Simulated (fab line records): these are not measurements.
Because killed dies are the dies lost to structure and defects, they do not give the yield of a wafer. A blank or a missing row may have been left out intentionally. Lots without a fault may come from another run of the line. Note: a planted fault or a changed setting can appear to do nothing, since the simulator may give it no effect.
fab line records	flow sfqLine
record lots=14	wafers=42	lastDay=82
route steps=325 shown L0V@16
lots that met no fault: from a run of the same line without faults
startH: hours from the record's opening day to when the first of the lot's shown wafers began	waitH: hours from the lot's prior step to this one	" the same as in the row above	L1.1+2: several wafers, shown together as one row	- value missing, or start not given	* or withheld: withheld	< > ~ a bound
route shown NAME@n: NAME is a module with steps in the file, n the number in the route of the first one	usual: mean/standard deviation of fault-free wafers	same: alike in all rows	chamber/n: place in a boat	sites: per-site readings	_std_site: the standard deviation of these	_edge_site: outer sites' mean less inner sites'	radiusMm: for every site, how far away it sits from the centre of the wafer	mask NAME#n: copy n	behind: the last tool/chamber to shape the wafer	hold: what put the lot on hold/how long, in hours/how the hold closed	device: the n, p or np transistor that did not switch	end of line: tests run on the same wafers once the route is complete	step lacking rows: just its recipe	killed: count of dies lost to structure and defects at first sort (not the wafer's yield)	map: per-die view of a wafer (x killed, . not killed, _ where there is no die)
set.NAME: setting as actually run; set.NAME@STEP: the setting as run at that earlier step	model.NAME: the simulator's own value behind a step, which no gauge read
a sample of lots followed through the steps of the route, with each step as a table and each wafer as a row
services: a tool's chamber out of use, with start hour (startH, from the record's first day; less than 0 if before it), hours out, and reason
## steps
# step SFQ_TRILAYER_L0_CAP_PECVD_011
# recipe material=SiO2	tempC=150	timeS=13.333	pressureTorr=2.4	rfW=183.3	precursor=SiH4/N2O	targetThkNm=60
# usual heaterPowerOuterW=29/7.8	heaterPowerW=81/16	susceptorTempC=149.98/0.16	throttleValvePct=25.7/1.2
lot.wafer	tool	chamber	startH	waitH	heaterPowerOuterW	heaterPowerW	susceptorTempC	throttleValvePct
L687.2	pecvd-01	0	83.09	0.0	39	108	150.00	27.6
L687.5	"	2	"	"	21	63	149.84	26.7
L687.6	"	1	"	"	27	70	150.01	23.5
L688.2	pecvd-01	0	90.29	0.0	44	116	149.94	27.4
L688.5	"	0	"	"	44	118	150.00	27.8
L688.6	"	2	"	"	16	55	150.08	26.8
L689.1	pecvd-01	0	95.11	0.0	43	115	149.82	27.5
L689.4	"	2	"	"	24	67	149.90	26.7
L689.5	"	1	"	"	36	83	149.93	24.0
L690.1	pecvd-02	2	98.69	0.0	27	72	149.78	25.9
L690.2	"	0	"	"	22	80	149.88	24.8
L690.3	"	1	"	"	24	64	150.21	26.8
L690.1	pecvd-02	2	98.88	0.2	27	72	150.06	26.0
L690.2	"	0	"	"	23	78	150.05	24.8
L690.3	"	1	"	"	24	63	149.87	27.1
L691.1	pecvd-02	2	103.49	0.0	34	82	149.95	26.2
L691.4	"	1	"	"	14	49	149.89	27.5
L691.6	"	0	"	"	24	81	150.00	24.9
L692.1	pecvd-03	1	105.89	0.0	30	79	149.86	24.5
L692.3	"	0	"	"	42	101	149.81	25.7
L692.5	"	2	"	"	28	87	150.12	25.1
L697.1	pecvd-02	1	132.81	0.0	19	57	150.14	27.3
L697.3	"	2	"	"	32	81	150.02	25.7
L697.5	"	1	"	"	19	55	149.98	27.0
L699.1	pecvd-01	2	144.74	0.0	18	59	150.06	26.8
L699.3	"	1	"	"	33	77	150.08	23.6
L699.6	"	1	"	"	33	78	149.91	23.7
L699.1	pecvd-01	2	144.93	0.2	18	59	150.14	26.7
L699.3	"	1	"	"	33	79	149.84	23.8
L699.6	"	1	"	"	33	78	150.11	23.6
L702.3	pecvd-03	0	163.45	0.0	42	98	149.80	25.9
L702.4	"	2	"	"	21	76	149.90	25.1
L702.6	"	0	"	"	42	100	149.83	25.7
L703.2	pecvd-03	0	170.06	0.0	46	107	150.18	25.8
L703.5	"	1	"	"	27	77	150.01	24.5
L703.6	"	2	"	"	29	88	150.19	25.2
L704.2	pecvd-02	2	175.61	0.0	31	75	150.06	25.9
L704.3	"	0	"	"	22	80	150.06	24.5
L704.5	"	2	"	"	31	76	150.14	26.0
L705.4	pecvd-02	2	180.43	0.0	30	75	149.85	25.8
L705.5	"	0	"	"	23	80	150.02	24.8
L705.6	"	1	"	"	21	59	150.17	27.4
L706.1	pecvd-02	1	187.61	0.0	17	54	149.75	27.2
L706.3	"	2	"	"	28	75	150.06	25.7
L706.6	"	0	"	"	24	81	149.83	24.9
L707.2	pecvd-03	2	194.81	0.0	23	78	150.02	25.1
L707.3	"	1	"	"	29	80	149.64	24.5
L707.5	"	2	"	"	23	78	149.94	25.4
# step SFQ_TRILAYER_L0_VIA_ETCH_VIA_ETCH_016
# recipe target=SiO2	stopOn=MoNx_KI	maskMaterial=PR	chemistry=CHF3	targetDepthNm=80	sourceW=500	biasW=80	pressureMtorr=30	timeS=withheld
# usual drypumpMotorCurrentA=5.6/0.44	oesProductAu=0.843/0.0071
lot.wafer	tool	chamber	startH	waitH	drypumpMotorCurrentA	oesProductAu
L687.2	rieDiel-04	3	158.33	0.0	5.5	0.833
L687.5	"	3	"	"	5.6	0.841
L687.6	"	2	"	"	5.5	0.843
L688.2	rieDiel-01	2	166.86	0.0	5.7	0.844
L688.5	"	2	"	"	5.7	0.849
L688.6	"	3	"	"	5.1	0.846
L689.1	rieDiel-01	2	171.66	0.0	5.7	0.840
L689.4	"	1	"	"	5.8	0.842
L689.5	"	1	"	"	5.8	0.846
L690.1	rieDiel-02	1	176.05	0.0	5.1	0.994
L690.2	"	0	"	"	6.4	1.010
L690.3	"	2	"	"	5.6	1.004
L691.1	rieDiel-04	2	180.81	0.0	5.5	0.837
L691.4	"	1	"	"	4.8	0.844
L691.6	"	3	"	"	5.6	0.850
L692.1	rieDiel-02	1	184.41	0.0	5.1	0.831
L692.3	"	2	"	"	5.6	0.841
L692.5	"	2	"	"	5.6	0.849
L697.1	rieDiel-02	1	212.01	0.0	5.1	0.839
L697.3	"	2	"	"	5.5	0.844
L697.5	"	2	"	"	5.6	0.850
L699.1	rieDiel-01	3	225.18	0.0	5.2	0.992
L699.3	"	1	"	"	5.8	1.009
L699.6	"	2	"	"	5.7	0.999
L702.3	rieDiel-02	3	244.38	0.0	5.3	0.836
L702.4	"	2	"	"	5.6	0.841
L702.6	"	0	"	"	6.4	0.849
L703.2	rieDiel-01	2	255.18	0.0	5.7	0.843
L703.5	"	0	"	"	5.8	0.854
L703.6	"	1	"	"	5.8	0.857
L704.2	rieDiel-04	3	264.78	0.0	5.6	0.833
L704.3	"	0	"	"	6.1	0.828
L704.5	"	1	"	"	4.9	0.848
L705.4	rieDiel-01	1	268.38	0.0	5.8	0.842
L705.5	"	3	"	"	5.1	0.847
L705.6	"	2	"	"	5.7	0.850
L706.1	rieDiel-02	2	277.56	0.0	5.6	0.843
L706.3	"	3	"	"	5.3	0.832
L706.6	"	2	"	"	5.6	0.840
L707.2	rieDiel-01	3	287.16	0.0	5.2	0.848
L707.3	"	1	"	"	5.8	0.838
L707.5	"	3	"	"	5.2	0.852
## services
tool	chamber	startH	hours	kind
rieDiel-04	1	64.90	4.7	repair
rieDiel-01	2	111.75	12.3	repair
rieDiel-04	1	131.11	-	clean
rieDiel-04	1	131.11	29.5	scheduledDown
rieDiel-04	1	131.11	29.5	ventCycle
pecvd-01	0	149.08	3.8	repair
pecvd-03	2	172.83	6.0	repair
pecvd-02	1	181.03	5.4	repair
pecvd-02	-	194.25	14.0	pm
pecvd-02	0	194.25	14.0	ventCycle
pecvd-02	1	194.25	14.0	ventCycle
pecvd-02	2	194.25	14.0	ventCycle
rieDiel-02	-	202.08	3.0	repair
rieDiel-02	0	202.66	5.5	repair
rieDiel-04	2	206.22	7.1	repair
pecvd-02	0	208.25	-	clean
pecvd-02	1	208.25	-	clean
pecvd-02	2	208.25	-	clean
rieDiel-04	2	216.95	-	clean
rieDiel-04	2	216.95	14.1	scheduledDown
pecvd-01	0	224.12	6.2	repair
pecvd-02	-	235.74	2.8	pm
pecvd-01	-	254.23	0.9	repair
pecvd-03	-	282.57	2.0	repair
## key
firstSign step=SFQ_TRILAYER_L0_CAP_PECVD_011	reading=visit	direction=added
effect step=SFQ_TRILAYER_L0_VIA_ETCH_VIA_ETCH_016	reading=oesProductAu	direction=up	sigmas=22	usual=0.843	struck=1.001
metAt SFQ_TRILAYER_L0_CAP_PECVD_011
struckLots L690,L699
fault kind=repeatedStepWhole	tool=pecvd-01,pecvd-02,pecvd-03	chamber=-	onsetH=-	steps=SFQ_TRILAYER_L0_CAP_PECVD_011	times=1	scope=struckLotsOnly
